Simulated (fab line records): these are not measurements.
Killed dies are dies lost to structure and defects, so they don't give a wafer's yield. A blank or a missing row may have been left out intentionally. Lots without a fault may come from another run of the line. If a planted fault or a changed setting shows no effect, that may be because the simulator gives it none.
2 desks looking at one fault + flow sfq line + every desk sees just its own numbers, and what lay behind them comes last

AT THE METROLOGY DESK
What the gauges read, lot by lot, whatever tool the lot ran on: means of the sampled wafers that have a number. A lot is out of limits, marked OUT, if its mean lies more than 4 standard deviations from the usual mean; the brackets give that distance.
Columns: A = L0V_OVL at SFQ_L0V_OVL_MEAS_903, usual -1 nm
| lot  | first seen here | A  |
|------|-----------------|----|
| L622 | day 8 00:08     | -3 |
| L630 | day 10 06:13    | -1 |
| L632 | day 10 14:37    | -3 |
| L637 | day 12 09:56    | -1 |
| L641 | day 13 11:53    | -1 |
| L643 | day 14 02:17    | -3 |
This desk found nothing out of limits on any of the 6 lots.

AT THE TOOL OWNER'S DESK: rie diel-02
The tool's own readings at SFQ_TRILAYER_L0_VIA_BARC_OPEN_VIA_ETCH_021 (etches BARC in O2, target depth 125 nm, time 41.7 s): means of the sampled wafers that have a number, for each lot that ran on this tool. A lot is out of limits, marked OUT, if its mean lies more than 4 standard deviations from the usual mean; the brackets give that distance.
Columns: A = bias w at SFQ_TRILAYER_L0_VIA_BARC_OPEN_VIA_ETCH_021, usual 79.97 W; B = drypump motor current A at SFQ_TRILAYER_L0_VIA_BARC_OPEN_VIA_ETCH_021, usual 5.4 A; C = oes product au at SFQ_TRILAYER_L0_VIA_BARC_OPEN_VIA_ETCH_021, usual 0.685 a.u.; D = run length s at SFQ_TRILAYER_L0_VIA_BARC_OPEN_VIA_ETCH_021, usual 69.9 s
| lot  | first seen here | A     | B   | C     | D    |
|------|-----------------|-------|-----|-------|------|
| L630 | day 10 06:15    | 80.06 | 5.2 | 0.669 | 71.7 |
| L632 | day 10 14:39    | 80.06 | 5.3 | 0.674 | 71.7 |
| L643 | day 14 02:19    | 79.87 | 5.2 | 0.684 | 70.1 |
This desk found nothing out of limits on any of the 3 lots.

PUT TOGETHER
Nothing out of limits was seen by the metrology desk.
The tool owner's desk saw nothing out of limits.

WHAT WAS PUT IN BY THE SIMULATOR
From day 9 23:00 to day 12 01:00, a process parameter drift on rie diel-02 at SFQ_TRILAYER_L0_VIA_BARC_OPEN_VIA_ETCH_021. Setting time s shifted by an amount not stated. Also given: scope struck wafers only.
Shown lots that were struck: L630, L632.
